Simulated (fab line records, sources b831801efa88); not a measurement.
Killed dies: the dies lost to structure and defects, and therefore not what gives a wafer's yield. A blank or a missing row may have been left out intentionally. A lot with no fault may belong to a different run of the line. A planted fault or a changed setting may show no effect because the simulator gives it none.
Struck lot and sound lot, side by side / flow sky130 / 47 out of 708 route steps
Sound: wafers L960.1, L960.4, L960.6. Wafers struck: L954.4, L954.5, L954.6. The cause comes at the end.
Order at every step that has rows: each side's tool, ch and its chambers, its first start. Under that, the readings that differ: sound wafers / struck wafers / difference of the means / sigmas: that difference in standard deviations of wafers without a fault.
alike: readings whose means differ by less than 2 such deviations, and words and numbers that are the same on both sides. not compared: withheld readings, readings that some wafer has no value for, bounds like >300 that may hide the same value, and numbers for which the record gives no deviation and whose values overlap.
Wherever a step has rows on one side only, a row that says differs or no value, or a row with sigmas, the two part there. Non-overlapping numbers with no deviation appear without sigmas and do not part them. Lack of a reading on every wafer of one side parts them only where that side has two or more wafers.

SKY_POLY_GATE_CD_MEAS_13: the cd target is 150 nm.
  sound: cd-sem-01 at day 22 08:47; struck: cd-sem-02 at day 20 00:07
  alike: cd-nm
SKY_POLY_GATE_OVL_MEAS_14:
  sound: overlay-01 at day 22 08:55; struck: overlay-02 at day 20 00:11
  alike: POLY_GATE_OVL
SKY_POLY_GATE_ETCH_15: etches BARC in N2/H2, stops on SiO2, time 118.5 s, target depth 110 nm.
  sound on rie-diel-04 ch 1,2,3, day 22 08:57; struck on rie-diel-04 ch 1,2,3, day 20 00:15
  alike: drypump-motor-current-A, n2-flow-sccm, oes-product-au, throttle-valve-pct
  not compared: rf-hours-counter-h
SKY_POLY_GATE_ETCH_16: etches Si3N4 in CH3F/O2, stops on poly-Si, time 147.5 s, target depth 75 nm.
  sound on rie-diel-04 ch 1,2,3, day 22 09:02; struck on rie-diel-04 ch 1,2,3, day 20 00:20
  alike: O2_flow_sccm, drypump-motor-current-A, oes-product-au, throttle-valve-pct
  not compared: rf-hours-counter-h
SKY_POLY_GATE_ETCH_17: etches poly-Si in HBr/Cl2, stops on SiO2, target depth 180 nm, time 70.5 s.
  sound on rie-si-01 ch 0,1,3, day 22 09:08; struck on rie-si-01 ch 0,1,3, day 20 00:23
  alike: drypump-motor-current-A, oes-product-au, throttle-valve-pct
  not compared: rf-hours-counter-h
SKY_POLY_GATE_STRIP_18: strips in O2/N2.
  sound on plasma-asher-02 ch 0,1, day 22 09:11; struck on plasma-asher-03 ch 0,1, day 20 00:29
reading=drypump-motor-current-A (A); sound=5.0 5.2 5.0; struck=6.2 6.2 5.7; difference=+1.0; sigmas=+2
  alike: n2-flow-sccm, oes-product-au, strip-time-to-endpoint-s
  not compared: rf-hours-counter-h
then, 2 steps without rows for these wafers: SKY_POLY_GATE_CLEAN_19 (cleans in SC1/SC2, time 150 s); SKY_POLY_GATE_OXIDATION_20 (stabilise 600 s, purge 300 s, target thk 4 nm).
SKY_POLY_GATE_THK_MEAS_21:
  sound: film-metro-02 at day 22 11:30; struck: film-metro-02 at day 20 02:53
  alike: POLY_GATE_OXIDATION_THK
SKY_POLY_GATE_CD_MEAS_22:
  sound: cd-sem-02 at day 22 11:34; struck: cd-sem-02 at day 20 03:00
  alike: cd-nm
then, 2 steps without rows for these wafers: SKY_LDD_N_DEHYDRATE_00 (time 60 s); SKY_LDD_N_HMDS_01 (prime time 60 s).
SKY_LDD_N_COAT_02: resist thk 300 nm.
  struck on litho-track-03, day 20 17:23; sound on litho-track-02 ch 0, day 23 01:35
  no value came back on the struck wafers for chill-plate-temp-C (C), dispense-pressure-kPa (kPa); on the sound wafers chill-plate-temp-C (C) reads 22.94 22.82 22.90
then, 4 steps without rows for these wafers: SKY_LDD_N_SOFTBAKE_03 (time 60 s); SKY_LDD_N_EXPOSE_04 (exposes mask NTM, target cd 840 nm); SKY_LDD_N_PEB_05; SKY_LDD_N_DEVELOP_06 (develop time 60 s).
SKY_LDD_N_OVL_MEAS_07:
  sound: overlay-01 at day 23 18:35; struck: overlay-02 at day 21 08:34
reading=LDD_N_OVL (nm); sound=-2.2 -0.7 -1.3; struck=- - -; difference=no value on the struck wafers; sigmas=
then, 8 steps without rows for these wafers: SKY_LDD_N_IMPLANT_08; SKY_LDD_N_IMPLANT_09; SKY_LDD_N_IMPLANT_10; SKY_LDD_N_IMPLANT_11; SKY_LDD_N_IMPLANT_12; SKY_LDD_N_IMPLANT_13; SKY_LDD_N_IMPLANT_14; SKY_LDD_N_IMPLANT_15.
SKY_LDD_N_STRIP_16: strips in O2/N2.
  sound on plasma-asher-01 ch 0,1, day 23 19:49; struck on plasma-asher-04 ch 0,1, day 21 09:49
  no value came back on the struck wafers for oes-product-au (a.u.), strip-time-to-endpoint-s (s); on the sound wafers oes-product-au (a.u.) reads 0.405 0.412 0.409
  alike: drypump-motor-current-A, n2-flow-sccm
  not compared: rf-hours-counter-h
SKY_LDD_N_TW_MEAS_17:
  sound: film-metro-04 at day 23 19:55; struck: film-metro-02 at day 21 09:55
reading=LDD_N_TW; sound=2634 2632 2629; struck=2554 2543 2551; difference=-82; sigmas=-2
then, 7 steps without rows for these wafers: SKY_LDD_P_DEHYDRATE_00 (time 60 s); SKY_LDD_P_HMDS_01 (prime time 60 s); SKY_LDD_P_COAT_02 (resist thk 1140 nm); SKY_LDD_P_SOFTBAKE_03 (time 60 s); SKY_LDD_P_EXPOSE_04 (exposes mask PSDM, target cd 380 nm); SKY_LDD_P_PEB_05; SKY_LDD_P_DEVELOP_06 (develop time 60 s).
SKY_LDD_P_CD_MEAS_07: the cd target is 380 nm.
  sound: cd-sem-01 at day 25 01:45; struck: cd-sem-01 at day 22 15:44
  alike: cd-nm
SKY_LDD_P_OVL_MEAS_08:
  sound: overlay-02 at day 25 01:52; struck: overlay-01 at day 22 15:49
reading=LDD_P_OVL (nm); sound=3.8 2.3 2.3; struck=-0.8 0.6 0.0; difference=-2.9; sigmas=-2
then, 2 steps without rows for these wafers: SKY_LDD_P_IMPLANT_09; SKY_LDD_P_STRIP_10 (strips in O2/N2).
SKY_LDD_P_TW_MEAS_11:
  sound: film-metro-03 at day 25 02:09; struck: film-metro-04 at day 22 16:06
reading=LDD_P_TW; sound=634 635 634; struck=2642 2634 2634; difference=+2002; sigmas=+99 or more
then, 2 steps without rows for these wafers: SKY_LDD_HVN_DEHYDRATE_00 (time 60 s); SKY_LDD_HVN_HMDS_01 (prime time 60 s).
SKY_LDD_HVN_TW_MEAS_10:
  sound: film-metro-03 at day 26 07:09; struck: film-metro-02 at day 23 22:46
reading=LDD_HVN_TW; sound=1448 1440 1440; struck=2685 2659 2680; difference=+1232; sigmas=+99 or more
SKY_LDD_HVP_TW_MEAS_10:
  sound: film-metro-02 at day 27 11:41; struck: film-metro-01 at day 25 04:43
reading=LDD_HVP_TW; sound=453 454 454; struck=2618 2624 2629; difference=+2170; sigmas=+99 or more
SKY_LDD_LDN_TW_MEAS_13:
  sound: film-metro-04 at day 28 16:50; struck: film-metro-03 at day 26 10:01
reading=LDD_LDN_TW; sound=1504 1495 1507; struck=2643 2628 2631; difference=+1132; sigmas=+75
-- a jump in the record: the struck wafers' starts before and after are 3 days apart (it breaks off in module LDD_LDN and resumes in module SD_P, where the first step shown is number 331 of the route) --
SKY_SD_P_TW_MEAS_11:
  sound: film-metro-03 at day 31 03:25; struck: film-metro-01 at day 28 23:38
reading=SD_P_TW; sound=2797 2809 2792; struck=3066 3048 3064; difference=+260; sigmas=+9
SKY_RES_XHIGH_TW_MEAS_09:
  sound: film-metro-02 at day 32 07:14; struck: film-metro-02 at day 30 02:58
reading=RES_XHIGH_TW; sound=1617 1618 1627; struck=2638 2639 2638; difference=+1018; sigmas=+73

## WHERE THEY PART
Last at SKY_RES_XHIGH_TW_MEAS_09 as far as this record goes, first at SKY_POLY_GATE_STRIP_18.

WHY: what the simulator had put in
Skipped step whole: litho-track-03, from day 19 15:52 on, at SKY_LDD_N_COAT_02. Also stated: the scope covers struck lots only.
